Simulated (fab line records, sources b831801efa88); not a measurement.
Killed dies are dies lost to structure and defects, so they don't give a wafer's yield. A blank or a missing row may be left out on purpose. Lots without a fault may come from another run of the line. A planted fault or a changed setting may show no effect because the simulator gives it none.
fab line records | flow sfq_line
record lots=13 wafers=37 last_day=82
route steps=325 shown INCOMING@1 L0@3 I3@133
lots that met no fault: from a run of the same line without faults
start_h: hours from the record's first day to the start of the lot's first wafer shown | wait_h: hours since the lot's step before | " the same as in the row above | L1.1+2: a row that stands for several wafers | - no value, or no start given | * or withheld: withheld | < > ~ a bound
route shown NAME@n: a module of which the file shows steps, and the number in the route of the first | usual: mean/standard deviation of fault-free wafers | same: alike in all rows | chamber/n: place in a boat | sites: the reading at each site | _std_site: their standard deviation | _edge_site: outer sites' mean less inner sites' | radius_mm: how far each site lies from the wafer's centre | mask NAME#n: copy n | behind: the tool/chamber that last shaped the wafer | hold: why the lot was held/for how many hours/how that ended | device: the transistor (n, p or np) that didn't switch | end of line: the same wafers' tests at the end of the route | a step without rows: its recipe alone | killed: dies lost to structure and defects at the first sort, not the wafer's yield | map: a wafer's dies, x killed, . not, _ none there
set.NAME: the setting as run; set.NAME@STEP: as run at that earlier step | model.NAME: the simulator's own value behind a step, which no gauge read
steps of the route over a sample of lots; a table a step, a row a wafer
services: from which hour (start_h, from the record's first day; less than 0 if before it) a tool's chamber was out of use, for how many hours, and why
## steps
# step SFQ_INCOMING_BOW_MEAS_900
# recipe mode=bow
# usual INCOMING_BOW=0/6.8
# columns lot.wafer tool chamber start_h wait_h INCOMING_BOW[um]
L527.2 film_metro-04 - 10.02 - -8
L527.5 " - " " 5
L527.6 " - " " -1
L528.2 film_metro-02 - 15.02 - 1
L528.5 " - " " 1
L528.6 " - " " -1
L529.1 film_metro-02 - 20.00 - 2
L529.4 " - " " -2
L529.5 " - " " 6
L530.1 film_metro-02 - 25.00 - 1
L530.2 " - " " 0
L530.3 " - " " -8
L531.1 film_metro-03 - 30.00 - 5
L531.4 " - " " 6
L531.6 " - " " -6
L532.1 film_metro-02 - 35.00 - -2
L532.3 " - " " 3
L532.5 " - " " 3
L533.1 film_metro-03 - 40.00 - -3
L533.3 " - " " 9
L533.6 " - " " 3
L534.1 film_metro-03 - 45.00 - -1
L534.5 " - " " 7
L534.6 " - " " -15
L535.1 film_metro-02 - 50.00 - -3
L535.4 " - " " -16
L535.6 " - " " 0
L536.4 film_metro-03 - 55.06 - -2
L536.5 " - " " 1
L536.6 " - " " -4
L537.1 film_metro-02 - 60.00 - 0
L537.3 " - " " 1
L537.5 " - " " -3
L546.3 film_metro-04 - 105.04 - -6
L546.4 " - " " -10
L548.4 film_metro-04 - 115.06 - -9
L548.5 " - " " 7
# step SFQ_TRILAYER_L0_DEP_SPUTTER_003
# recipe material=MoNx_KI base_pressure_pa=1.33e-06 target_thk_nm=40 power_w=800 time_s=100 chamber_pressure_pa=0.4
# usual base_pressure_pa=1.32e-06/7.8e-08 cathode_dc_power_W=800.01/0.14 throttle_valve_pct=30.1/1.1
# columns lot.wafer tool chamber start_h wait_h base_pressure_pa cathode_dc_power_W throttle_valve_pct
L527.2 pvd_sputter-04 - 12.49 0.0 1.36e-06 800.23 28.8
L527.5 " - " " 1.29e-06 799.95 28.6
L527.6 " - " " 1.19e-06 800.07 29.2
L528.2 pvd_sputter-05 - 17.49 0.0 1.24e-06 800.16 31.5
L528.5 " - " " 1.37e-06 799.85 31.7
L528.6 " - " " 1.33e-06 799.83 29.9
L529.1 pvd_sputter-05 - 22.49 0.0 1.38e-06 800.06 28.4
L529.4 " - " " 1.36e-06 800.08 31.4
L529.5 " - " " 1.29e-06 799.95 31.6
L530.1 pvd_sputter-05 - 27.49 0.0 1.39e-06 800.10 28.3
L530.2 " - " " 1.32e-06 800.25 29.9
L530.3 " - " " 1.37e-06 799.92 31.2
L531.1 pvd_sputter-03 - 32.49 0.0 1.42e-06 800.06 31.8
L531.4 " - " " 1.29e-06 799.82 29.6
L531.6 " - " " 1.29e-06 799.92 29.2
L532.1 pvd_sputter-04 - 37.49 0.0 1.32e-06 799.90 28.7
L532.3 " - " " 1.37e-06 800.21 29.3
L532.5 " - " " 1.32e-06 800.32 30.8
L533.1 pvd_sputter-03 - 42.49 0.0 1.42e-06 800.06 29.1
L533.3 " - " " 1.35e-06 799.81 29.5
L533.6 " - " " 1.36e-06 800.07 30.1
L534.1 pvd_sputter-05 - 47.49 0.0 1.35e-06 799.85 31.7
L534.5 " - " " 1.29e-06 800.17 29.8
L534.6 " - " " 1.28e-06 799.91 28.3
L535.1 pvd_sputter-05 - 52.49 0.0 1.22e-06 800.04 28.3
L535.4 " - " " 1.35e-06 800.03 31.7
L535.6 " - " " 1.34e-06 800.06 28.3
L536.4 pvd_sputter-05 - 57.49 0.0 1.41e-06 800.19 28.2
L536.5 " - " " 1.28e-06 799.84 31.9
L536.6 " - " " 1.4e-06 800.10 28.5
L537.1 pvd_sputter-05 - 62.49 0.0 1.38e-06 799.94 31.3
L537.3 " - " " 1.41e-06 800.17 31.7
L537.5 " - " " 1.32e-06 799.85 28.2
L546.3 pvd_sputter-03 - 107.49 0.0 1.33e-06 799.69 31.9
L546.4 " - " " 1.15e-06 800.14 29.1
L548.4 pvd_sputter-03 - 117.49 0.0 1.34e-06 800.10 30.3
L548.5 " - " " 1.19e-06 800.07 30.2
# step SFQ_L0_RS_MEAS_901
# recipe thk_meas_gauge=four-point-probe reads=MoNx_KI_of_TRILAYER_L0_DEP_SPUTTER_003
# usual L0_MONX_KI_RS=43.4/0.49
# columns lot.wafer tool chamber start_h wait_h hold L0_MONX_KI_RS[ohm/sq]
L527.2 film_metro-02 - 12.58 0.1 - 44.0
L527.5 " - " " - 43.9
L527.6 " - " " - 43.7
L528.2 film_metro-04 - 17.58 0.1 - 43.0
L528.5 " - " " - 42.7
L528.6 " - " " - 43.6
L529.1 film_metro-01 - 22.56 0.0 - 43.7
L529.4 " - " " - 43.7
L529.5 " - " " - 43.6
L530.1 film_metro-01 - 27.56 0.0 - 43.8
L530.2 " - " " - 43.7
L530.3 " - " " - 43.4
L531.1 film_metro-02 - 32.56 0.0 - 43.8
L531.4 " - " " - 44.1
L531.6 " - " " - 43.5
L532.1 film_metro-04 - 37.56 0.0 - 43.3
L532.3 " - " " - 43.7
L532.5 " - " " - 43.4
L533.1 film_metro-01 - 42.56 0.0 - 42.8
L533.3 " - " " - 43.2
L533.6 " - " " - 43.0
L534.1 film_metro-02 - 47.56 0.0 - 43.7
L534.5 " - " " - 43.7
L534.6 " - " " - 43.6
L535.1 film_metro-02 - 52.56 0.0 - 43.3
L535.4 " - " " - 43.0
L535.6 " - " " - 43.2
L536.4 film_metro-04 - 57.62 0.1 - 42.5
L536.5 " - " " - 42.7
L536.6 " - " " - 42.6
L537.1 film_metro-04 - 62.56 0.0 - 43.5
L537.3 " - " " - 43.5
L537.5 " - " " - 43.6
L546.3 film_metro-01 - 107.60 0.1 await_dispo/0.2h/release 40.7
L546.4 " - " " await_dispo/0.2h/release 40.4
L546.3 film_metro-01 - 107.89 0.3 - 40.6
L546.4 " - " " - 40.4
L548.4 film_metro-04 - 117.62 0.1 await_dispo/0.2h/release 41.3
L548.5 " - " " await_dispo/0.2h/release 43.8
L548.4 film_metro-04 - 117.91 0.3 - 41.2
L548.5 " - " " - 43.8
# step SFQ_L0_THK_MEAS_902
# recipe thk_meas_gauge=xrf reads=MoNx_KI_of_TRILAYER_L0_DEP_SPUTTER_003
# usual L0_MONX_KI_THK=39.7/0.48
# columns lot.wafer tool chamber start_h wait_h hold L0_MONX_KI_THK[nm]
L527.2 film_metro-02 - 12.69 0.1 - 39.1
L527.5 " - " " - 39.3
L527.6 " - " " - 39.6
L528.2 film_metro-04 - 17.69 0.1 - 40.4
L528.5 " - " " - 40.3
L528.6 " - " " - 39.5
L529.1 film_metro-01 - 22.68 0.1 - 39.3
L529.4 " - " " - 39.2
L529.5 " - " " - 39.1
L530.1 film_metro-01 - 27.68 0.1 - 38.9
L530.2 " - " " - 39.3
L530.3 " - " " - 39.6
L531.1 film_metro-02 - 32.68 0.1 - 39.4
L531.4 " - " " - 39.1
L531.6 " - " " - 39.9
L532.1 film_metro-04 - 37.68 0.1 - 39.7
L532.3 " - " " - 39.3
L532.5 " - " " - 39.7
L533.1 film_metro-01 - 42.68 0.1 - 39.8
L533.3 " - " " - 39.8
L533.6 " - " " - 39.8
L534.1 film_metro-02 - 47.68 0.1 - 39.5
L534.5 " - " " - 39.5
L534.6 " - " " - 39.6
L535.1 film_metro-02 - 52.68 0.1 - 39.9
L535.4 " - " " - 40.0
L535.6 " - " " - 40.2
L536.4 film_metro-04 - 57.71 0.1 - 40.3
L536.5 " - " " - 40.4
L536.6 " - " " - 40.7
L537.1 film_metro-04 - 62.68 0.1 - 39.6
L537.3 " - " " - 39.4
L537.5 " - " " - 39.6
L546.3 film_metro-01 - 110.57 2.7 await_dispo/0.2h/release 42.6
L546.4 " - " " await_dispo/0.2h/release 42.9
L546.3 film_metro-01 - 110.79 0.2 - 42.7
L546.4 " - " " - 43.1
L548.4 film_metro-04 - 120.38 2.4 await_dispo/0.2h/release 41.7
L548.5 " - " " await_dispo/0.2h/release 39.5
L548.4 film_metro-04 - 120.61 0.2 - 41.9
L548.5 " - " " - 39.4
# step SFQ_TRILAYER_L0_ETCH_METAL_ETCH_008
# recipe target=MoNx_KI stop_on=SiO2 mask_material=PR chemistry=SF6/O2 target_depth_nm=50 icp_w=600 bias_w=80 pressure_mtorr=10 time_s=25
# usual drypump_motor_current_A=5.6/0.51 he_backside_leak_sccm=3.53/0.22 oes_product_au=0.874/0.0072
# columns lot.wafer tool chamber start_h wait_h drypump_motor_current_A he_backside_leak_sccm oes_product_au rf_hours_counter_h
L527.2 rie_metal-02 1 82.27 0.0 5.9 3.69 0.866 165
L527.5 " 1 " " 5.9 3.87 0.866 -
L527.6 " 0 " " 6.6 3.35 0.873 -
L528.2 rie_metal-01 0 89.47 0.0 5.3 3.31 0.886 25
L528.5 " 1 " " 5.7 3.51 0.881 -
L528.6 " 0 " " 5.3 3.21 0.879 -
L529.1 rie_metal-02 1 94.27 0.0 6.0 3.93 0.870 167
L529.4 " 0 " " 6.6 3.24 0.862 -
L529.5 " 1 " " 5.9 3.81 0.873 -
L530.1 rie_metal-03 1 97.87 0.0 5.0 3.57 0.872 76
L530.2 " 0 " " 6.0 3.32 0.868 195
L530.3 " 1 " " 5.0 3.42 0.872 -
L531.1 rie_metal-03 1 102.67 0.0 5.0 3.38 0.862 77
L531.4 " 0 " " 5.9 3.69 0.862 -
L531.6 " 1 " " 5.0 3.41 0.872 -
L532.1 rie_metal-03 1 105.07 0.0 5.0 3.51 0.870 77
L532.3 " 1 " " 5.0 3.73 0.878 -
L532.5 " 1 " " 5.0 3.89 0.868 -
L533.1 rie_metal-02 0 106.27 0.0 6.6 3.46 0.882 80
L533.3 " 1 " " 6.0 3.56 0.872 -
L533.6 " 0 " " 6.6 3.28 0.881 -
L534.1 rie_metal-03 1 111.59 0.0 5.0 3.58 0.871 78
L534.5 " 0 " " 6.0 3.44 0.864 -
L534.6 " 1 " " 5.0 3.60 0.877 -
L535.1 rie_metal-01 0 119.99 0.0 5.3 3.05 0.884 30
L535.4 " 0 " " 5.3 3.06 0.877 -
L535.6 " 0 " " 5.3 2.95 0.872 -
L536.4 rie_metal-03 0 126.01 0.0 6.0 3.20 0.879 -
L536.5 " 0 " " 6.0 3.29 0.891 -
L536.6 " 1 " " 5.0 3.49 0.884 -
L537.1 rie_metal-02 1 131.99 0.0 5.9 3.98 0.876 174
L537.3 " 1 " " 6.0 3.86 0.871 -
L537.5 " 1 " " 5.9 3.98 0.872 -
L546.3 rie_metal-02 0 186.81 0.0 6.6 3.13 0.906 -
L546.4 " 1 " " 6.0 3.92 0.899 -
L548.4 rie_metal-03 0 196.41 0.0 6.0 3.49 0.896 -
L548.5 " 0 " " 5.9 3.29 0.866 -
# step SFQ_TRILAYER_I3_DEP_PECVD_081
# recipe material=SiO2 temp_c=150 time_s=111.11 pressure_torr=2.4 rf_w=183.3 precursor=SiH4/N2O target_thk_nm=500
# usual heater_power_w=79/16 showerhead_vpp_V=827/36 throttle_valve_pct=24.5/1.3
# columns lot.wafer tool chamber start_h wait_h heater_power_w showerhead_vpp_V throttle_valve_pct
L527.2 pecvd-01 2 648.54 0.0 59 788 23.8
L527.5 " 2 " " 61 797 24.0
L527.6 " 0 " " 110 782 23.0
L528.2 pecvd-02 1 666.67 0.0 65 814 23.2
L528.5 " 1 " " 64 819 23.3
L528.6 " 0 " " 78 892 23.3
L529.1 pecvd-03 0 671.47 0.0 105 877 26.6
L529.4 " 2 " " 75 835 26.1
L529.5 " 0 " " 91 861 26.5
L530.1 pecvd-01 1 673.87 0.0 75 796 22.5
L530.2 " 2 " " 58 794 23.9
L530.3 " 1 " " 78 801 22.3
L531.1 pecvd-02 1 675.44 0.0 61 812 23.1
L531.4 " 0 " " 73 885 23.1
L531.6 " 2 " " 81 878 24.7
L532.1 pecvd-02 0 720.22 0.0 81 879 23.6
L532.3 " 1 " " 65 822 23.1
L532.5 " 1 " " 52 809 23.4
L533.1 pecvd-03 2 767.35 0.0 85 839 26.1
L533.3 " 1 " " 76 800 25.4
L533.6 " 0 " " 109 851 26.6
L534.1 pecvd-03 2 773.81 0.0 86 834 25.8
L534.5 " 2 " " 89 831 26.1
L534.6 " 0 " " 88 863 26.4
L535.1 pecvd-03 1 780.52 0.0 71 806 25.8
L535.4 " 1 " " 75 805 25.4
L535.6 " 0 " " 103 865 26.7
L536.4 pecvd-01 1 792.10 0.0 81 795 22.6
L536.5 " 2 " " 58 782 24.3
L536.6 " 0 " " 107 792 23.3
L537.1 pecvd-02 2 800.44 0.0 81 869 25.3
L537.3 " 1 " " 64 814 23.3
L537.5 " 1 " " 67 814 23.3
L546.3 pecvd-03 2 870.43 0.0 85 831 26.0
L546.4 " 0 " " 101 866 26.5
L548.4 pecvd-01 2 883.66 0.0 60 783 24.7
L548.5 " 1 " " 79 800 22.8
# step SFQ_I3_OVL_MEAS_923
# usual I3_OVL=0/5.7
# columns lot.wafer tool chamber start_h wait_h I3_OVL[nm]
L527.2 overlay-01 - 798.25 0.1 5
L527.5 " - " " -2
L527.6 " - " " -4
L528.2 overlay-02 - 817.58 0.1 -8
L528.5 " - " " -5
L528.6 " - " " -5
L529.1 overlay-01 - 825.97 0.1 5
L529.4 " - " " 8
L529.5 " - " " 4
L530.1 overlay-02 - 829.57 0.1 2
L530.2 " - " " -2
L530.3 " - " " -5
L531.1 overlay-01 - 831.97 0.1 -2
L531.4 " - " " 7
L531.6 " - " " -6
L532.1 overlay-01 - 874.22 0.1 -9
L532.3 " - " " -8
L532.5 " - " " -2
L533.1 overlay-02 - 919.74 0.1 -3
L533.3 " - " " -1
L533.6 " - " " 4
L534.1 overlay-01 - 928.14 0.1 3
L534.5 " - " " 3
L534.6 " - " " 5
L535.1 overlay-02 - 937.53 0.1 -5
L535.4 " - " " 1
L535.6 " - " " 5
L536.4 overlay-02 - 945.23 0.1 8
L536.5 " - " " -2
L536.6 " - " " 8
L537.1 overlay-02 - 952.53 0.1 2
L537.3 " - " " -2
L537.5 " - " " 0
L546.3 overlay-02 - 1021.05 0.1 -6
L546.4 " - " " -5
L548.4 overlay-02 - 1041.46 0.1 -2
L548.5 " - " " -5
## services
# columns tool chamber start_h hours kind
rie_metal-03 - 16.27 14.6 pm
pvd_sputter-05 - 28.33 4.2 repair
rie_metal-03 - 47.90 1.4 pm
rie_metal-02 - 73.26 2.8 pm
pvd_sputter-05 - 77.51 3.6 repair
pvd_sputter-05 - 87.42 7.4 repair
pvd_sputter-05 - 101.54 8.1 repair
pecvd-03 2 172.83 6.0 repair
pvd_sputter-05 - 179.60 13.4 repair
pvd_sputter-05 - 196.43 0.6 repair
rie_metal-02 - 198.75 21.4 repair
rie_metal-02 - 199.00 1.1 repair
rie_metal-03 - 239.28 28.1 pm
pecvd-03 - 282.57 2.0 repair
pecvd-03 2 296.03 5.2 repair
pecvd-03 - 298.23 1.6 repair
pecvd-03 0 378.86 3.0 repair
rie_metal-03 0 443.73 8.6 repair
pecvd-03 - 450.51 0.5 repair
pvd_sputter-05 - 507.62 0.7 repair
rie_metal-03 0 616.56 1.3 repair
pvd_sputter-05 - 721.62 5.3 repair
pvd_sputter-05 - 731.93 1.2 repair
rie_metal-03 - 783.73 0.8 repair
## key
first_sign step=SFQ_L0_RS_MEAS_901 reading=visit direction=added
effect step=SFQ_L0_RS_MEAS_901 reading=L0_MONX_KI_RS direction=down sigmas=5.4 usual=43.4 struck=40.8
effect step=SFQ_L0_THK_MEAS_902 reading=visit direction=added
effect step=SFQ_L0_THK_MEAS_902 reading=L0_MONX_KI_THK direction=up sigmas=5.7 usual=39.7 struck=42.4
effect step=SFQ_TRILAYER_L0_ETCH_METAL_ETCH_008 reading=oes_product_au direction=up sigmas=3.7 usual=0.874 struck=0.900
met_at SFQ_TRILAYER_L0_DEP_SPUTTER_003
struck_lots L546,L548
struck_wafers L546.3,L546.4,L548.4
not_acting_at SFQ_INCOMING_BOW_MEAS_900,SFQ_TRILAYER_I3_DEP_PECVD_081,SFQ_I3_OVL_MEAS_923
onset_between 42.49 107.49
fault kind=process_parameter_drift tool=pvd_sputter-03 chamber=- onset_h=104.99 steps=SFQ_TRILAYER_L0_DEP_SPUTTER_003 channel=time_s offset=* shape=step end_h=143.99 scope=struck_wafers_only acts_in=* stated=*
